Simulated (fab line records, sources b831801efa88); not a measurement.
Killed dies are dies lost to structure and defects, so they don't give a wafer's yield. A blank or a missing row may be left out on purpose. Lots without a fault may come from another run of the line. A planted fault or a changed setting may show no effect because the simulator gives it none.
Chamber matching | flow sky130 | SKY_VIA1_CMP_24 on cmp-02: 4 sister chambers
The step polishes, stops on SiO2, t overpolish 15 s, target thk 0 nm. 27 wafers are shown with their chamber, then 12 later ones without.

WAFERS WITH THEIR CHAMBER
wafer  | chamber | motor_current_A (A) | time_to_endpoint_s (s) | overpolish_run_s (s)
L076.1 | 0       | 10.9                | 60                     | 14.982
L076.3 | 1       | 11.7                | 65                     | 15.001
L076.5 | 0       | 10.0                | 57                     | 14.994
L078.1 | 3       | 12.0                | 65                     | 14.997
L078.5 | 1       | 11.4                | 69                     | 15.006
L078.6 | 2       | 9.9                 | 66                     | 15.001
L079.2 | 1       | 11.1                | 65                     | 14.996
L079.3 | 2       | 10.6                | 65                     | 15.004
L079.4 | 0       | 10.2                | 62                     | 15.010
L080.1 | 3       | 12.2                | 65                     | 15.018
L080.2 | 1       | 11.2                | 66                     | 15.014
L080.3 | 2       | 10.2                | 69                     | 15.001
L081.2 | 1       | 11.5                | 70                     | 15.001
L081.5 | 1       | 11.3                | 71                     | 14.999
L081.6 | 0       | 10.1                | 66                     | 14.999
L082.1 | 1       | 11.2                | 66                     | 14.995
L082.2 | 3       | 11.5                | 62                     | 15.002
L082.5 | 1       | 11.6                | 67                     | 15.011
L083.3 | 0       | 10.1                | 69                     | 14.996
L083.4 | 1       | 10.8                | 74                     | 14.995
L083.6 | 1       | 11.4                | 74                     | 14.988
L085.4 | 3       | 12.7                | 68                     | 14.997
L085.5 | 1       | 11.4                | 70                     | 15.003
L085.6 | 0       | 10.7                | 63                     | 15.001
L088.3 | 3       | 12.0                | 68                     | 14.991
L088.5 | 1       | 11.7                | 70                     | 15.018
L088.6 | 2       | 10.1                | 72                     | 15.006

SIGNATURES (means of the wafers above)
reading            | chamber 0 | chamber 1 | chamber 2 | chamber 3 | scatter within a chamber
motor_current_A    | 10.333    | 11.358    | 10.200    | 12.080    | 0.326
time_to_endpoint_s | 62.83     | 68.92     | 68.00     | 65.60     | 3.34
overpolish_run_s   | 14.99700  | 15.00225  | 15.00300  | 15.00100  | 0.0086
Rule: a wafer's distance from a chamber is the root of the sum, over the readings, of the square of ((its reading less the chamber's mean) divided by the reading's scatter). The wafer belongs to the nearest chamber; if the next one is less than 2 further off, it can't be placed. The scatter: the root of (the sum of the squares of (reading less its chamber's mean) over the shown wafers, divided by (wafers less chambers)).

WAFERS WITHOUT THEIR CHAMBER
wafer  | motor_current_A (A) | time_to_endpoint_s (s) | overpolish_run_s (s)
L090.1 | 11.5                | 66                     | 15.003
L090.3 | 10.6                | 70                     | 15.003
L090.5 | 12.0                | 69                     | 14.983
L093.1 | 10.7                | 63                     | 15.009
L093.2 | 10.3                | 66                     | 15.001
L093.6 | 9.8                 | 66                     | 14.992
L096.1 | 10.2                | 73                     | 15.010
L096.4 | 9.8                 | 65                     | 14.983
L096.6 | 12.0                | 69                     | 15.003
L097.2 | 12.5                | 70                     | 15.004
L097.5 | 10.3                | 69                     | 14.987
L097.6 | 11.5                | 70                     | 14.990

WHICH CHAMBER EACH WENT THROUGH
wafer  | from the rows above          | in truth
L090.1 | can't be placed: 1 or 3      | 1
L090.3 | can't be placed: 2 or 1 or 0 | 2
L090.5 | can't be placed: 3 or 1      | 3
L093.1 | can't be placed: 0 or 2 or 1 | 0
L093.2 | can't be placed: 2 or 0      | 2
L093.6 | can't be placed: 2 or 0      | 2
L096.1 | can't be placed: 2 or 0      | 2
L096.4 | can't be placed: 0 or 2      | 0
L096.6 | can't be placed: 3 or 1      | 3
L097.2 | can't be placed: 3 or 1      | 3
L097.5 | can't be placed: 2 or 0 or 1 | 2
L097.6 | can't be placed: 1 or 3      | 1
Placed correctly: 0 of 12. Can't be placed from these rows: 12 (the true chamber is among the candidates in 12). Placed wrongly: 0.
